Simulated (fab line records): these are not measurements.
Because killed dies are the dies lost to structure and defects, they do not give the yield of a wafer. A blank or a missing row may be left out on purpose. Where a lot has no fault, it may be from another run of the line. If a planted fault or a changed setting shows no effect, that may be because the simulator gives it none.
Which of the tools did it? + flow gf180mcu + 72 wafers from 24 lots sampled at 6 of the route's 602 steps

WHAT EACH GAUGE READ, for each wafer
GF_M4_OVL_MEAS_15. Usual: M4_OVL gives 3 nm (standard deviation 5.3).
| lot  | measured     | on         | M4_OVL (nm) | flag |
|------|--------------|------------|-------------|------|
| L074 | day 23 09:32 | overlay-02 | 7 7 3       |      |
| L075 | day 23 18:36 | overlay-02 | 5 8 3       |      |
| L076 | day 24 01:39 | overlay-01 | -8 2 7      |      |
| L077 | day 24 16:16 | overlay-02 | 1 3 6       |      |
| L078 | day 24 23:57 | overlay-01 | 6 -2 2      |      |
| L079 | day 25 07:12 | overlay-02 | 2 5 0       |      |
| L080 | day 25 11:31 | overlay-02 | 4 13 6      |      |
| L081 | day 25 21:21 | overlay-01 | 1 -1 -2     |      |
| L082 | day 26 07:45 | overlay-01 | -1 0 1      |      |
| L083 | day 26 15:55 | overlay-01 | 2 6 6       |      |
| L084 | day 27 04:58 | overlay-02 | 7 12 -1     |      |
| L085 | day 27 10:39 | overlay-02 | -1 2 2      |      |
| L086 | day 28 08:39 | overlay-01 | -1 -3 -5    |      |
| L088 | day 28 14:37 | overlay-01 | 5 3 -3      |      |
| L087 | day 28 15:19 | overlay-02 | 1 7 12      |      |
| L089 | day 28 20:49 | overlay-01 | 1 5 7       |      |
| L090 | day 29 02:18 | overlay-01 | 2 0 1       |      |
| L092 | day 29 15:00 | overlay-01 | 6 4 3       |      |
| L091 | day 29 16:40 | overlay-02 | 6 0 2       |      |
| L094 | day 29 22:16 | overlay-02 | -1 10 7     |      |
| L093 | day 30 01:49 | overlay-01 | 6 -2 -6     |      |
| L095 | day 30 03:08 | overlay-01 | 5 14 7      |      |
| L096 | day 30 15:13 | overlay-01 | 10 10 7     |      |
| L097 | day 30 18:34 | overlay-02 | -2 -2 4     |      |

GF_V4_RS_MEAS_24: measures by four-point-probe. Usual: V4_W_RS gives 0.327 ohm/sq (standard deviation 0.0053).
| lot  | measured     | on            | V4_W_RS (ohm/sq)  | flag |
|------|--------------|---------------|-------------------|------|
| L074 | day 24 10:54 | film-metro-03 | 0.324 0.323 0.329 |      |
| L075 | day 24 19:19 | film-metro-01 | 0.327 0.331 0.329 |      |
| L076 | day 25 01:49 | film-metro-02 | 0.331 0.323 0.327 |      |
| L077 | day 25 16:20 | film-metro-02 | 0.328 0.329 0.327 |      |
| L078 | day 26 00:29 | film-metro-02 | 0.330 0.327 0.335 |      |
| L079 | day 26 07:13 | film-metro-01 | 0.329 0.333 0.327 |      |
| L080 | day 26 11:36 | film-metro-03 | 0.323 0.327 0.331 |      |
| L081 | day 26 20:05 | film-metro-03 | 0.328 0.333 0.322 |      |
| L082 | day 27 06:45 | film-metro-01 | 0.332 0.327 0.332 |      |
| L083 | day 27 14:40 | film-metro-02 | 0.330 0.330 0.326 |      |
| L084 | day 28 03:01 | film-metro-02 | 0.330 0.329 0.334 |      |
| L085 | day 28 08:37 | film-metro-03 | 0.328 0.331 0.333 |      |
| L086 | day 29 06:18 | film-metro-02 | 0.322 0.332 0.323 |      |
| L088 | day 29 12:16 | film-metro-02 | 0.329 0.326 0.321 |      |
| L087 | day 29 13:05 | film-metro-01 | 0.324 0.326 0.333 |      |
| L089 | day 29 18:08 | film-metro-02 | 0.334 0.329 0.330 |      |
| L090 | day 30 00:41 | film-metro-02 | 0.331 0.327 0.328 |      |
| L092 | day 30 12:19 | film-metro-01 | 0.333 0.328 0.329 |      |
| L091 | day 30 13:46 | film-metro-03 | 0.326 0.314 0.328 |      |
| L094 | day 30 19:10 | film-metro-03 | 0.324 0.331 0.332 |      |
| L093 | day 30 22:37 | film-metro-01 | 0.312 0.322 0.312 |      |
| L095 | day 30 23:45 | film-metro-01 | 0.317 0.318 0.325 |      |
| L096 | day 31 11:06 | film-metro-01 | 0.316 0.317 0.326 |      |
| L097 | day 31 13:56 | film-metro-01 | 0.311 0.322 0.314 |      |

GF_V5_THK_MEAS_01. Usual: V5_CVD_00_THK gives 298 nm (standard deviation 5.3).
| lot  | measured     | on            | V5_CVD_00_THK (nm) | flag |
|------|--------------|---------------|--------------------|------|
| L074 | day 26 07:41 | film-metro-04 | 294 296 302        |      |
| L075 | day 26 15:26 | film-metro-04 | 304 294 306        |      |
| L076 | day 26 22:23 | film-metro-04 | 296 297 290        |      |
| L077 | day 27 12:08 | film-metro-01 | 289 296 291        |      |
| L078 | day 27 20:01 | film-metro-02 | 294 300 299        |      |
| L079 | day 28 01:30 | film-metro-02 | 302 294 302        |      |
| L080 | day 28 06:01 | film-metro-04 | 307 299 293        |      |
| L081 | day 28 13:05 | film-metro-04 | 301 294 300        |      |
| L082 | day 29 04:13 | film-metro-04 | 309 306 299        |      |
| L083 | day 29 08:25 | film-metro-04 | 289 291 299        |      |
| L084 | day 29 18:13 | film-metro-04 | 299 299 294        |      |
| L085 | day 30 00:16 | film-metro-01 | 301 301 296        |      |
| L086 | day 30 20:35 | film-metro-04 | 299 297 297        |      |
| L088 | day 31 02:43 | film-metro-04 | 300 304 296        |      |
| L087 | day 31 03:21 | film-metro-01 | 297 300 307        |      |
| L089 | day 31 07:53 | film-metro-02 | 293 300 303        |      |
| L090 | day 31 13:35 | film-metro-02 | 291 290 302        |      |
| L092 | day 32 01:18 | film-metro-04 | 306 301 300        |      |
| L091 | day 32 03:02 | film-metro-02 | 296 293 301        |      |
| L094 | day 32 07:58 | film-metro-04 | 297 295 294        |      |
| L093 | day 32 11:36 | film-metro-02 | 295 303 291        |      |
| L095 | day 32 12:08 | film-metro-01 | 295 301 290        |      |
| L096 | day 32 22:13 | film-metro-04 | 290 309 301        |      |
| L097 | day 33 00:38 | film-metro-04 | 294 293 300        |      |

GF_V5_BOW_MEAS_05. Usual: V5_BOW gives 135 um (standard deviation 9.3).
| lot  | measured     | on            | V5_BOW (um) | flag |
|------|--------------|---------------|-------------|------|
| L074 | day 26 08:16 | film-metro-04 | 145 122 141 |      |
| L075 | day 26 15:57 | film-metro-04 | 124 135 152 |      |
| L076 | day 26 22:54 | film-metro-02 | 140 139 138 |      |
| L077 | day 27 12:40 | film-metro-02 | 120 127 130 |      |
| L078 | day 27 20:33 | film-metro-04 | 149 136 131 |      |
| L079 | day 28 02:02 | film-metro-02 | 137 135 125 |      |
| L080 | day 28 06:33 | film-metro-02 | 146 156 133 |      |
| L081 | day 28 13:37 | film-metro-01 | 111 120 116 |      |
| L082 | day 29 05:17 | film-metro-02 | 137 141 123 |      |
| L083 | day 29 08:58 | film-metro-01 | 122 134 132 |      |
| L084 | day 29 18:44 | film-metro-04 | 117 119 124 |      |
| L085 | day 30 00:48 | film-metro-01 | 164 151 143 |      |
| L086 | day 30 21:07 | film-metro-04 | 140 146 140 |      |
| L088 | day 31 03:19 | film-metro-04 | 145 149 139 |      |
| L087 | day 31 04:12 | film-metro-04 | 124 126 128 |      |
| L089 | day 31 08:25 | film-metro-02 | 143 135 137 |      |
| L090 | day 31 14:07 | film-metro-02 | 126 132 115 |      |
| L092 | day 32 02:13 | film-metro-01 | 149 137 128 |      |
| L091 | day 32 03:40 | film-metro-04 | 128 147 141 |      |
| L094 | day 32 09:38 | film-metro-02 | 126 136 126 |      |
| L093 | day 32 12:09 | film-metro-02 | 139 135 138 |      |
| L095 | day 32 12:40 | film-metro-01 | 147 134 135 |      |
| L096 | day 32 22:46 | film-metro-02 | 138 129 134 |      |
| L097 | day 33 01:10 | film-metro-01 | 140 135 137 |      |

EACH LOT AND THE TOOL THAT RAN IT (in order: tool; ch and the chambers of the sampled wafers; start)
| lot  | GF_V4_STRIP_18                       | GF_MIM_SPUTTER_03            |
|------|--------------------------------------|------------------------------|
| L074 | plasma-asher-03 ch 0,1, day 24 10:01 | pvd-sputter-04, day 24 11:30 |
| L075 | plasma-asher-03 ch 0,1, day 24 18:32 | pvd-sputter-01, day 24 19:58 |
| L076 | plasma-asher-04 ch 0,1, day 25 01:04 | pvd-sputter-04, day 25 02:27 |
| L077 | plasma-asher-03 ch 0,1, day 25 15:34 | pvd-sputter-01, day 25 16:57 |
| L078 | plasma-asher-03 ch 0,1, day 25 23:44 | pvd-sputter-03, day 26 01:07 |
| L079 | plasma-asher-01 ch 0,1, day 26 06:29 | pvd-sputter-01, day 26 07:52 |
| L080 | plasma-asher-03 ch 0,1, day 26 10:50 | pvd-sputter-01, day 26 12:13 |
| L081 | plasma-asher-03 ch 0,1, day 26 19:20 | pvd-sputter-03, day 26 20:43 |
| L082 | plasma-asher-01 ch 1, day 27 05:58   | pvd-sputter-01, day 27 12:04 |
| L083 | plasma-asher-01 ch 0,1, day 27 13:54 | pvd-sputter-04, day 27 15:16 |
| L084 | plasma-asher-04 ch 0,1, day 28 02:16 | pvd-sputter-03, day 28 03:40 |
| L085 | plasma-asher-01 ch 0,1, day 28 07:50 | pvd-sputter-03, day 28 09:15 |
| L086 | plasma-asher-01 ch 0,1, day 29 05:32 | pvd-sputter-04, day 29 06:56 |
| L088 | plasma-asher-03 ch 0,1, day 29 11:30 | pvd-sputter-03, day 29 12:53 |
| L087 | plasma-asher-01 ch 1, day 29 12:20   | pvd-sputter-03, day 29 13:43 |
| L089 | plasma-asher-01 ch 0,1, day 29 17:22 | pvd-sputter-03, day 29 18:46 |
| L090 | plasma-asher-03 ch 0,1, day 29 23:55 | pvd-sputter-03, day 30 01:20 |
| L092 | plasma-asher-01 ch 0,1, day 30 11:34 | pvd-sputter-03, day 30 12:57 |
| L091 | plasma-asher-04 ch 0,1, day 30 12:59 | pvd-sputter-03, day 30 14:35 |
| L094 | plasma-asher-03 ch 0,1, day 30 18:26 | pvd-sputter-04, day 30 19:49 |
| L093 | plasma-asher-01 ch 0,1, day 30 21:52 | pvd-sputter-01, day 30 23:13 |
| L095 | plasma-asher-01 ch 0,1, day 30 22:59 | pvd-sputter-04, day 31 00:22 |
| L096 | plasma-asher-04 ch 0,1, day 31 10:17 | pvd-sputter-01, day 31 11:43 |
| L097 | plasma-asher-03 ch 0,1, day 31 13:08 | pvd-sputter-01, day 31 14:34 |
- GF_V4_STRIP_18: strips in O2/N2.
- GF_MIM_SPUTTER_03: material Ti, target thk 10 nm, time 6.7 s.

WHAT THE TOOLS THEMSELVES READ (means of the sampled wafers that have a number; where no wafer has one, the mark that the record gives instead)
GF_V4_STRIP_18. Usual: drypump-motor-current-A 5.6 A, standard deviation 0.42; heater-power-w 364 W, standard deviation 30; oes-product-au 0.593 a.u., standard deviation 0.0049.
| lot  | tool            | drypump-motor-current-A (A) | heater-power-w (W) | oes-product-au (a.u.) | flag |
|------|-----------------|-----------------------------|--------------------|-----------------------|------|
| L074 | plasma-asher-03 | 5.8                         | 355                | 0.594                 |      |
| L075 | plasma-asher-03 | 5.8                         | 363                | 0.587                 |      |
| L076 | plasma-asher-04 | 5.6                         | 366                | 0.594                 |      |
| L077 | plasma-asher-03 | 5.8                         | 362                | 0.590                 |      |
| L078 | plasma-asher-03 | 5.8                         | 358                | 0.592                 |      |
| L079 | plasma-asher-01 | 5.4                         | 356                | 0.589                 |      |
| L080 | plasma-asher-03 | 6.0                         | 356                | 0.596                 |      |
| L081 | plasma-asher-03 | 6.0                         | 361                | 0.593                 |      |
| L082 | plasma-asher-01 | 5.1                         | 418                | 0.592                 |      |
| L083 | plasma-asher-01 | 5.3                         | 383                | 0.592                 |      |
| L084 | plasma-asher-04 | 5.8                         | 368                | 0.591                 |      |
| L085 | plasma-asher-01 | 5.4                         | 358                | 0.589                 |      |
| L086 | plasma-asher-01 | 5.4                         | 352                | 0.593                 |      |
| L088 | plasma-asher-03 | 5.7                         | 359                | 0.593                 |      |
| L087 | plasma-asher-01 | 5.1                         | 414                | 0.599                 |      |
| L089 | plasma-asher-01 | 5.5                         | 362                | 0.585                 |      |
| L090 | plasma-asher-03 | 6.0                         | 354                | 0.591                 |      |
| L092 | plasma-asher-01 | 5.4                         | 354                | 0.598                 |      |
| L091 | plasma-asher-04 | 5.8                         | 367                | 0.592                 |      |
| L094 | plasma-asher-03 | 5.8                         | 355                | 0.593                 |      |
| L093 | plasma-asher-01 | 5.3                         | 384                | 0.594                 |      |
| L095 | plasma-asher-01 | 5.3                         | 387                | 0.592                 |      |
| L096 | plasma-asher-04 | 5.8                         | 367                | 0.594                 |      |
| L097 | plasma-asher-03 | 5.7                         | 360                | 0.589                 |      |

GF_MIM_SPUTTER_03. Usual: cathode-dc-power-W 3000.0 W, standard deviation 0.53; chamber-pressure-pa 0.3000 Pa, standard deviation 0.00059; substrate-temp-c 299.99 C, standard deviation 0.19; throttle-valve-pct 30.5 %, standard deviation 1.1.
| lot  | tool           | cathode-dc-power-W (W) | chamber-pressure-pa (Pa) | substrate-temp-c (C) | throttle-valve-pct (%) | flag |
|------|----------------|------------------------|--------------------------|----------------------|------------------------|------|
| L074 | pvd-sputter-04 | 3000.2                 | 0.2997                   | 299.88               | 30.6                   |      |
| L075 | pvd-sputter-01 | 2999.9                 | 0.3001                   | 300.00               | 30.0                   |      |
| L076 | pvd-sputter-04 | 2999.9                 | 0.3009                   | 299.89               | 31.3                   |      |
| L077 | pvd-sputter-01 | 2999.9                 | 0.3000                   | 300.13               | 29.4                   |      |
| L078 | pvd-sputter-03 | 2999.7                 | 0.2993                   | 300.08               | 30.9                   |      |
| L079 | pvd-sputter-01 | 3000.6                 | 0.3000                   | 300.03               | 29.5                   |      |
| L080 | pvd-sputter-01 | 2999.6                 | 0.2998                   | 300.04               | 29.4                   |      |
| L081 | pvd-sputter-03 | 2999.7                 | 0.3000                   | 300.02               | 30.8                   |      |
| L082 | pvd-sputter-01 | 3000.1                 | 0.2994                   | 299.91               | 30.0                   |      |
| L083 | pvd-sputter-04 | 3000.1                 | 0.2994                   | 300.15               | 30.6                   |      |
| L084 | pvd-sputter-03 | 3000.2                 | 0.2998                   | 299.73               | 30.8                   |      |
| L085 | pvd-sputter-03 | 2999.8                 | 0.3004                   | 299.85               | 31.3                   |      |
| L086 | pvd-sputter-04 | 3000.1                 | 0.3001                   | 300.01               | 30.7                   |      |
| L088 | pvd-sputter-03 | 2999.8                 | 0.2993                   | 299.99               | 31.4                   |      |
| L087 | pvd-sputter-03 | 3000.4                 | 0.3002                   | 300.01               | 31.4                   |      |
| L089 | pvd-sputter-03 | 3000.2                 | 0.3004                   | 300.14               | 31.4                   |      |
| L090 | pvd-sputter-03 | 2999.8                 | 0.2998                   | 299.92               | 31.4                   |      |
| L092 | pvd-sputter-03 | 3000.1                 | 0.3002                   | 300.01               | 31.4                   |      |
| L091 | pvd-sputter-03 | 2999.9                 | 0.2997                   | 299.90               | 32.3                   |      |
| L094 | pvd-sputter-04 | 3000.4                 | 0.3002                   | 300.07               | 29.5                   |      |
| L093 | pvd-sputter-01 | 2999.6                 | 0.3003                   | 300.08               | 29.8                   |      |
| L095 | pvd-sputter-04 | 2999.8                 | 0.3000                   | 299.87               | 29.3                   |      |
| L096 | pvd-sputter-01 | 3000.0                 | 0.3004                   | 299.87               | 29.7                   |      |
| L097 | pvd-sputter-01 | 3000.2                 | 0.3000                   | 299.85               | 29.5                   |      |

THE ANSWER, worked out from the rows above alone
Rule: a lot is off if the mean of its wafers that have a number lies more than 3 standard deviations from the usual mean. Also off: a lot with no number at a reading for which 4 or more lots have one. All remaining lots with rows at the step are treated as sound. After the gauges, taken in route order, come the tools' own readings; for these a lot's mean is taken, as printed above. At the first step where some lot is off, the reading lying furthest off is the one used; lots without a number count as furthest.
Across all readings shown, no lot is off: no conclusion can be drawn from this.

WHAT THE SIMULATOR HAD INSERTED
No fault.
